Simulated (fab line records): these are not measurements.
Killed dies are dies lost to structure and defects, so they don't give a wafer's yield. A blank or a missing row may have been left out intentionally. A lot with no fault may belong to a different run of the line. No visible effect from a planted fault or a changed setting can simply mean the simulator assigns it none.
Problem report, 8D (eight disciplines) form, completed by code -- flow sfq_line -- the parts of the form that need people (team, actions taken, sign-off) are left out

== 1. THE ISSUE ==
Wafers without a fault read 0.893 a.u., standard deviation 0.0073; oes_product_au at SFQ_TRILAYER_C5_ETCH_VIA_ETCH_154 reads a mean of 0.947 a.u. on 3 wafers belonging to 2 lots. Relative to the usual mean, that is a shift of +7.4 standard deviations.
The step: etches SiO2 in CHF3, stops on Nb, target depth 84 nm.
Earliest sighting: wafer L590.2 on rie_diel-03 at day 71 05:31. Wafers with a number at this step in the record: 42, from 14 lots. Rule for "out" (also "out of limits"): further than 4 standard deviations from the usual mean. The rest of the wafers with a number are treated as sound.

== 2. WHAT IT IS, WHAT IT ISN'T ==
question,is,is not
which readings at this step,oes_product_au,"drypump_motor_current_A, rf_fwd_power_W"
which lots,"L590, L592","L582, L583, L585, L586, L587, L588, L596, L599, L600, L601, L602, L605"
which wafers of those lots,"L590.2, L590.6, L592.4","L590.3, L592.1, L592.5"
read on which tools,"rie_diel-01, rie_diel-03",rie_diel-02
when,from day 71 05:31,"up to then (19 sound wafers); but 20 sound wafers of L592, L596, L599, L600, L601, L602, L605 came after"

== 3. WHAT RULES OUT EACH SUSPECT ==
Counting: if a tool at a process step up to the reading ran every lot that is out, it stays a suspect. Sound lots after the first of them don't rule it out here, since some wafers of a struck lot are sound.
- pvd_sputter-04 at SFQ_TRILAYER_JJ_TRILAYER_DEP_SPUTTER_109 (material Nb, target thk 150 nm, time 100 s): kept. It processed each lot that is out (first: L590, day 51 20:24); up to then, its last sound lot is L587 (day 51 13:48).
- pecvd-04 at SFQ_TRILAYER_A5C_DEP_PECVD_142 (deposits SiO2 from SiH4/N2O, time 15.556 s, target thk 70 nm): kept. It processed each lot that is out (first: L590, day 62 14:50); up to then, its last sound lot is L587 (day 62 06:26).
What counting leaves: pvd_sputter-04 at SFQ_TRILAYER_JJ_TRILAYER_DEP_SPUTTER_109 and pecvd-04 at SFQ_TRILAYER_A5C_DEP_PECVD_142.

== 4. THE CAUSE (what the simulator had put in) ==
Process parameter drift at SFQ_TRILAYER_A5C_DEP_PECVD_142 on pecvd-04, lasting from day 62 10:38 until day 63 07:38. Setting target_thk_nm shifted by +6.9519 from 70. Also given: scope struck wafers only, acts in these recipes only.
Of the 2 suspects that counting leaves, this tool is one.

== 5. THE CHAIN OF EFFECTS, in route order ==
Each row: a reading where the mean over the struck wafers with a number is more than 3 standard deviations away from the usual. Only readings whose record carries a usual standard deviation are examined. hours: median over the lots of the time between each lot's start at the first step of this table that gives one and its start at this step. sigmas: the change, counted in usual standard deviations.
hours,step,reading,usual,on struck wafers,change,sigmas
0,SFQ_TRILAYER_C5_ETCH_VIA_ETCH_154,oes_product_au,0.893 a.u.,0.947,+0.054,+7.4
It contains these process steps:
- SFQ_TRILAYER_C5_ETCH_VIA_ETCH_154: etches SiO2 in CHF3, stops on Nb, target depth 84 nm.
Later steps that measure or inspect, where all struck wafers having a row at the step show a number for every such reading and not one has moved that far: SFQ_I6_BOW_MEAS_941.

== 6. HOW IT WOULD HAVE BEEN CAUGHT EARLIER ==
The fault began at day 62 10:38; the first out-of-limits reading in this record came at day 71 05:31, 211 hours later.
An alarm limit of 4 standard deviations would not have fired on the tool readings at SFQ_TRILAYER_A5C_DEP_PECVD_142 for which the record gives a usual standard deviation, since none of them was out on any struck wafer.
The start of SFQ_TRILAYER_A5C_DEP_PECVD_142 on pecvd-04 came by day 71 05:31 for every one of the lots that are out (2). Had the tool been put on hold then, not one of them would have been saved.
